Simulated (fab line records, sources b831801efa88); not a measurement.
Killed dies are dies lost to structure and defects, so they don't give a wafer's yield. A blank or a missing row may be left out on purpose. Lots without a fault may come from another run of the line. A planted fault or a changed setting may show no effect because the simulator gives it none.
Which tool did it? | flow sky130 | 10 lots, 30 wafers sampled, at 6 steps of a route of 708

WHAT THE GAUGES READ, wafer by wafer
SKY_CAPM_RS_MEAS_03: measures by four-point-probe. Usual: CAPM_TIN_RS 6.94 ohm/sq, standard deviation 0.069.
lot  | measured     | on            | CAPM_TIN_RS (ohm/sq) | flag
L959 | day 37 00:15 | film_metro-03 | 6.86 6.81 6.93       |
L960 | day 37 12:19 | film_metro-03 | 6.95 6.92 6.90       |
L961 | day 37 15:27 | film_metro-01 | 6.97 7.00 6.95       |
L963 | day 38 03:50 | film_metro-03 | 6.89 6.93 6.91       |
L965 | day 38 21:29 | film_metro-01 | 6.90 6.86 6.85       |
L972 | day 40 22:41 | film_metro-03 | 7.02 6.99 7.13       |
L973 | day 41 11:52 | film_metro-02 | 6.60 6.62 6.58       | OFF
L975 | day 41 14:16 | film_metro-02 | 6.84 6.88 6.86       |
L976 | day 41 20:56 | film_metro-02 | 6.62 6.67 6.65       | OFF
L981 | day 43 06:11 | film_metro-01 | 6.92 6.99 6.94       |

SKY_CAPM_THK_MEAS_04: measures by xrf. Usual: CAPM_TIN_THK 197.6 nm, standard deviation 2.4.
lot  | measured     | on            | CAPM_TIN_THK (nm) | flag
L959 | day 37 00:22 | film_metro-03 | 199.7 201.5 198.7 |
L960 | day 37 12:25 | film_metro-03 | 197.9 199.2 198.8 |
L961 | day 37 15:34 | film_metro-01 | 199.5 199.2 199.4 |
L963 | day 38 03:58 | film_metro-03 | 198.1 196.7 198.4 |
L965 | day 38 21:36 | film_metro-01 | 200.1 201.9 202.2 |
L972 | day 40 22:48 | film_metro-03 | 195.3 195.7 192.9 |
L973 | day 41 11:58 | film_metro-02 | 204.5 204.2 205.0 |
L975 | day 41 14:22 | film_metro-02 | 197.7 195.5 197.1 |
L976 | day 41 21:02 | film_metro-02 | 203.8 201.7 203.7 |
L981 | day 43 06:18 | film_metro-01 | 199.5 197.3 197.6 |

WHICH TOOL RAN EACH LOT (tool, then ch and the chambers of the sampled wafers, then the start)
lot  | SKY_METAL2_SPUTTER_03        | SKY_METAL2_ETCH_18                | SKY_CAPM_CVD_00                 | SKY_CAPM_SPUTTER_02
L959 | pvd_sputter-02, day 34 17:14 | rie_metal-03 ch 0,1, day 35 19:19 | pecvd-02 ch 0,2, day 37 00:04   | pvd_sputter-02, day 37 00:08
L960 | pvd_sputter-04, day 35 03:47 | rie_metal-03 ch 0,1, day 36 06:19 | pecvd-03 ch 0,1,2, day 37 12:05 | pvd_sputter-02, day 37 12:11
L961 | pvd_sputter-03, day 35 08:37 | rie_metal-03 ch 0,1, day 36 11:15 | pecvd-02 ch 1,2, day 37 15:16   | pvd_sputter-02, day 37 15:20
L963 | pvd_sputter-03, day 35 21:02 | rie_metal-01 ch 0,1, day 36 23:13 | pecvd-04 ch 0,1,2, day 38 03:39 | pvd_sputter-02, day 38 03:44
L965 | pvd_sputter-04, day 36 14:19 | rie_metal-01 ch 0,1, day 37 16:54 | pecvd-03 ch 1,2, day 38 21:17   | pvd_sputter-01, day 38 21:22
L972 | pvd_sputter-04, day 38 18:32 | rie_metal-04 ch 0,1, day 39 19:24 | pecvd-02 ch 0,1, day 40 22:28   | pvd_sputter-02, day 40 22:34
L973 | pvd_sputter-02, day 39 08:08 | rie_metal-01 ch 0,1, day 40 09:10 | pecvd-03 ch 0,1,2, day 41 11:38 | pvd_sputter-02, day 41 11:42
L975 | pvd_sputter-04, day 39 10:34 | rie_metal-03 ch 0, day 40 11:28   | pecvd-02 ch 1,2, day 41 14:02   | pvd_sputter-01, day 41 14:07
L976 | pvd_sputter-02, day 39 17:49 | rie_metal-04 ch 0,1, day 40 18:03 | pecvd-04 ch 0,1,2, day 41 20:43 | pvd_sputter-02, day 41 20:48
L981 | pvd_sputter-02, day 41 03:43 | rie_metal-03 ch 0, day 42 03:37   | pecvd-04 ch 0,1, day 43 05:59   | pvd_sputter-03, day 43 06:04
- SKY_METAL2_SPUTTER_03: material Ti, target thk 5 nm, time 3.3 s.
- SKY_METAL2_ETCH_18: etches BARC in N2/H2, stops on SiO2, time 45.9 s, target depth 60 nm.
- SKY_CAPM_CVD_00: deposits SiO2, target thk 15.5 nm.
- SKY_CAPM_SPUTTER_02: material TiN, target thk 200 nm, time 166.7 s.

WHAT THE TOOLS THEMSELVES READ (means of the sampled wafers that have a number; where no wafer has one, the mark that the record gives instead)
SKY_METAL2_SPUTTER_03. Usual: throttle_valve_pct 29.9 %, standard deviation 1.4.
lot  | tool           | throttle_valve_pct (%) | flag
L959 | pvd_sputter-02 | 30.2                   |
L960 | pvd_sputter-04 | 30.3                   |
L961 | pvd_sputter-03 | 30.0                   |
L963 | pvd_sputter-03 | 30.0                   |
L965 | pvd_sputter-04 | 29.1                   |
L972 | pvd_sputter-04 | 29.2                   |
L973 | pvd_sputter-02 | 29.1                   |
L975 | pvd_sputter-04 | 29.0                   |
L976 | pvd_sputter-02 | 29.5                   |
L981 | pvd_sputter-02 | 29.7                   |

SKY_METAL2_ETCH_18. Usual: drypump_motor_current_A 5.7 A, standard deviation 0.43; oes_product_au 0.856 a.u., standard deviation 0.0048; throttle_valve_pct 13.225 %, standard deviation 0.0094.
lot  | tool         | drypump_motor_current_A (A) | oes_product_au (a.u.) | throttle_valve_pct (%) | flag
L959 | rie_metal-03 | 5.9                         | 0.856                 | 13.227                 |
L960 | rie_metal-03 | 5.5                         | 0.852                 | 13.215                 |
L961 | rie_metal-03 | 5.5                         | 0.852                 | 13.225                 |
L963 | rie_metal-01 | 6.0                         | 0.857                 | 13.229                 |
L965 | rie_metal-01 | 6.0                         | 0.853                 | 13.219                 |
L972 | rie_metal-04 | 5.5                         | 0.857                 | 13.221                 |
L973 | rie_metal-01 | 6.0                         | 0.862                 | 13.232                 |
L975 | rie_metal-03 | 5.2                         | 0.856                 | 13.232                 |
L976 | rie_metal-04 | 5.5                         | 0.855                 | 13.223                 |
L981 | rie_metal-03 | 5.2                         | 0.853                 | 13.230                 |

SKY_CAPM_CVD_00. Usual: heater_power_outer_w 443 W, standard deviation 55; heater_power_w 752 W, standard deviation 76.
lot  | tool     | heater_power_outer_w (W) | heater_power_w (W) | flag
L959 | pecvd-02 | 474                      | 775                |
L960 | pecvd-03 | 474                      | 822                |
L961 | pecvd-02 | 457                      | 766                |
L963 | pecvd-04 | 429                      | 684                |
L965 | pecvd-03 | 446                      | 800                |
L972 | pecvd-02 | 418                      | 712                |
L973 | pecvd-03 | 400                      | 718                |
L975 | pecvd-02 | 477                      | 813                |
L976 | pecvd-04 | 458                      | 723                |
L981 | pecvd-04 | 429                      | 727                |

SKY_CAPM_SPUTTER_02. Usual: throttle_valve_pct 29.9 %, standard deviation 1.1.
lot  | tool           | throttle_valve_pct (%) | flag
L959 | pvd_sputter-02 | 30.1                   |
L960 | pvd_sputter-02 | 29.3                   |
L961 | pvd_sputter-02 | 29.2                   |
L963 | pvd_sputter-02 | 28.7                   |
L965 | pvd_sputter-01 | 30.9                   |
L972 | pvd_sputter-02 | 29.3                   |
L973 | pvd_sputter-02 | 28.6                   |
L975 | pvd_sputter-01 | 30.8                   |
L976 | pvd_sputter-02 | 29.6                   |
L981 | pvd_sputter-03 | 30.7                   |

THE ANSWER, worked out from the rows above alone
Rule: a lot is off if the mean of its wafers that have a number lies more than 3 standard deviations from the usual mean. A lot without any number at a reading at which 4 lots or more have one is off too. The other lots that the step has rows for count as sound. The gauges are gone through in route order, then the tools' own readings, and for those a lot's mean is taken as printed above. The first step at which some lot is off is used, and at that step the reading that is off furthest; a lot without a number counts as furthest.
Off: L973, L976, at SKY_CAPM_RS_MEAS_03 (CAPM_TIN_RS).
A tool fits if, at a process step before that reading, it ran every lot that is off, and no sound lot after the first of them. The gauges at SKY_CAPM_RS_MEAS_03 are tried like those tools. One fits: pvd_sputter-02 at SKY_CAPM_SPUTTER_02. Its last sound lot is L972 (day 40 22:34), its first lot that is off L973 (day 41 11:42): a fault that began between those two fits.

WHAT THE SIMULATOR HAD PUT IN
Process parameter drift: pvd_sputter-02, from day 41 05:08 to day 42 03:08, at SKY_CAPM_SPUTTER_02. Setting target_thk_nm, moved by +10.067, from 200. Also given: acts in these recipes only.
Lots struck among those shown: L973, L976. The rule above found the same.
